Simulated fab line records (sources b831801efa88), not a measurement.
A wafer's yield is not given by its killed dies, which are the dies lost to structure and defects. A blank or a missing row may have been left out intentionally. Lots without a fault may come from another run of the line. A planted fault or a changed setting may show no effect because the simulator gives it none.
What tool caused it?	flow gf180mcu	13 lots, 39 wafers sampled, at 2 steps of a route of 602

== WHAT EACH GAUGE READ, for each wafer ==
GF_V3_THK_MEAS_03.
lot	measured	on	V3_CVD_02_THK (nm)
L465	day 21 13:07	film_metro-03	831 853 873
L466	day 21 20:11	film_metro-02	857 843 849
L467	day 22 14:09	film_metro-03	839 850 851
L468	day 22 20:15	film_metro-01	852 848 850
L469	day 23 01:25	film_metro-02	834 828 858
L470	day 23 08:44	film_metro-03	839 838 846
L471	day 23 22:54	film_metro-02	837 849 849
L472	day 24 02:18	film_metro-02	843 846 859
L481	day 27 00:47	film_metro-03	829 846 850
L482	day 27 08:13	film_metro-01	831 859 862
L483	day 27 14:32	film_metro-01	835 830 840
L484	day 27 23:46	film_metro-01	841 841 848
L487	day 28 17:52	film_metro-01	835 844 851

== TOOL THAT RAN EACH LOT (tool first, then ch and the chambers of the sampled wafers, then the start) ==
lot	GF_HV_LDD_IMPLANT_36
L465	implanter-03 ch 0, day 11 16:53
L466	implanter-02 ch 0, day 11 21:10
L467	implanter-02 ch 0, day 12 11:21
L468	implanter-01 ch 0, day 12 19:05
L469	implanter-03 ch 0, day 12 21:55
L470	implanter-03 ch 0, day 13 06:50
L471	implanter-01 ch 0, day 13 18:16
L472	implanter-03 ch 0, day 13 23:09
L481	implanter-03 ch 0, day 16 20:11
L482	implanter-03 ch 0, day 17 05:20
L483	implanter-01 ch 0, day 17 09:13
L484	implanter-01 ch 0, day 17 21:35
L487	implanter-02 ch 0, day 18 22:17
- GF_HV_LDD_IMPLANT_36

== AS READ BY THE TOOLS THEMSELVES (means over the sampled wafers that have a number; for cases with no such wafer, the mark the record gives instead) ==
GF_HV_LDD_IMPLANT_36.
lot	tool	beam_on_s (s)	dose_ions_cm2	faraday_current_uA
L465	implanter-03	10.00	7.500e+12	42.4
L466	implanter-02	10.09	7.501e+12	41.9
L467	implanter-02	9.79	7.493e+12	43.1
L468	implanter-01	9.82	7.501e+12	43.0
L469	implanter-03	9.92	7.497e+12	42.7
L470	implanter-03	10.10	7.493e+12	41.9
L471	implanter-01	10.09	7.496e+12	41.8
L472	implanter-03	9.88	7.502e+12	42.8
L481	implanter-03	10.19	8.094e+12	44.8
L482	implanter-03	9.98	8.083e+12	45.8
L483	implanter-01	10.00	7.499e+12	42.3
L484	implanter-01	10.11	7.495e+12	41.8
L487	implanter-02	9.90	7.499e+12	42.8

== THE ANSWER, worked out from the rows above alone ==
Rule: the usual values come from the lots themselves. The widest of any qualifying gaps counts: lots, ordered by their means at a reading, are off when they make up no more than a third of the lots, leave a main group of 4 or more, and stand apart from it by 3 or more times the standard deviation of that group's means. Not used: any main group whose means are identical at the precision the tables above print for the reading. A lot without any number at a reading at which 4 lots or more have one is off too. The other lots that the step has rows for count as sound. First the gauges in route order, then the tools' own readings, where a lot's mean is used as printed above. At the first step where some lot is off, the reading lying furthest off is the one used; lots without a number count as furthest.
Off: L481, L482, at GF_HV_LDD_IMPLANT_36 (dose_ions_cm2). The main group has a mean of 7.498e+12 with a standard deviation of 3.1e+09.
If a tool, at that step or one of the process steps before it, ran each lot that is off and ran no sound lot following the first of them, it fits. One fits: implanter-03 at GF_HV_LDD_IMPLANT_36. A fault onset in the window from L472 (day 13 23:09, its last sound lot) to L481 (day 16 20:11, its first lot off) fits.
The tool's own readings at GF_HV_LDD_IMPLANT_36 bear it out: on the lots that are off they differ by more than 5 times the standard deviation of the sound lots' means. dose_ions_cm2 reads 8.088e+12 there against 7.498e+12 on the sound lots; faraday_current_uA reads 45.3 there against 42.4 on the sound lots.

== WHAT THE SIMULATOR PUT IN ==
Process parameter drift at GF_HV_LDD_IMPLANT_36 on implanter-03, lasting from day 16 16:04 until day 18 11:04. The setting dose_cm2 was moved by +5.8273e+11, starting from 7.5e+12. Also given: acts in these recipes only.
Lots struck among those shown: L481, L482. The rule above reached the same finding.
